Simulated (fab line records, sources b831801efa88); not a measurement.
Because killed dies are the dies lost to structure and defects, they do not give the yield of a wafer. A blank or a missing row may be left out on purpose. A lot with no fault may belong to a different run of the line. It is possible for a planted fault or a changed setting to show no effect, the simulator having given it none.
Chamber matching || flow sky130 || SKY_METAL4_ETCH_17 on rieDiel-03: 4 sister chambers
The step etches SiO2 in C4F8/O2/Ar, stops on TiN, time 3.9 s, target depth 15 nm. 4 wafers are shown with their chamber, then 7 later ones without.

== WAFERS, EACH WITH ITS CHAMBER ==
{"wafer": "L323.5", "chamber": 3, "oesProductAu (a.u.)": 0.753}
{"wafer": "L323.6", "chamber": 0, "oesProductAu (a.u.)": 0.761}
{"wafer": "L325.4", "chamber": 1, "oesProductAu (a.u.)": 0.759}
{"wafer": "L325.5", "chamber": 2, "oesProductAu (a.u.)": 0.753}

== WAFERS WITHOUT THEIR CHAMBER ==
{"wafer": "L325.6", "oesProductAu (a.u.)": 0.744}
{"wafer": "L327.2", "oesProductAu (a.u.)": 0.754}
{"wafer": "L327.3", "oesProductAu (a.u.)": 0.748}
{"wafer": "L327.5", "oesProductAu (a.u.)": 0.758}
{"wafer": "L328.2", "oesProductAu (a.u.)": 0.742}
{"wafer": "L328.3", "oesProductAu (a.u.)": 0.742}
{"wafer": "L328.5", "oesProductAu (a.u.)": 0.756}

== WHICH CHAMBER EACH ONE RAN IN ==
{"wafer": "L325.6", "from the rows above": "can't be placed: 2 or 3 or 1 or 0", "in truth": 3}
{"wafer": "L327.2", "from the rows above": "can't be placed: 2 or 3 or 1 or 0", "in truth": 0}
{"wafer": "L327.3", "from the rows above": "can't be placed: 2 or 3 or 1 or 0", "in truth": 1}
{"wafer": "L327.5", "from the rows above": "can't be placed: 1 or 0 or 2 or 3", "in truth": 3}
{"wafer": "L328.2", "from the rows above": "can't be placed: 2 or 3 or 1 or 0", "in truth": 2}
{"wafer": "L328.3", "from the rows above": "can't be placed: 2 or 3 or 1 or 0", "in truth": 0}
{"wafer": "L328.5", "from the rows above": "can't be placed: 1 or 2 or 3 or 0", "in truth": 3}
Correctly placed: 0 of 7. From these rows, 7 cannot be placed; in 7 the true chamber is one of the candidates. Number placed wrongly: 0.
How it was worked out, from the rows above alone: a wafer's distance from a chamber is the root of the sum, over the readings, of the square of ((its reading less the chamber's mean) divided by the reading's scatter). The wafer belongs to the nearest chamber; if the next one is less than 2 further off, it can't be placed. A chamber's mean is the mean of its shown wafers. The scatter: with one shown wafer a chamber, the root of the mean of the squares of how far each hidden wafer lies from its nearest shown one.
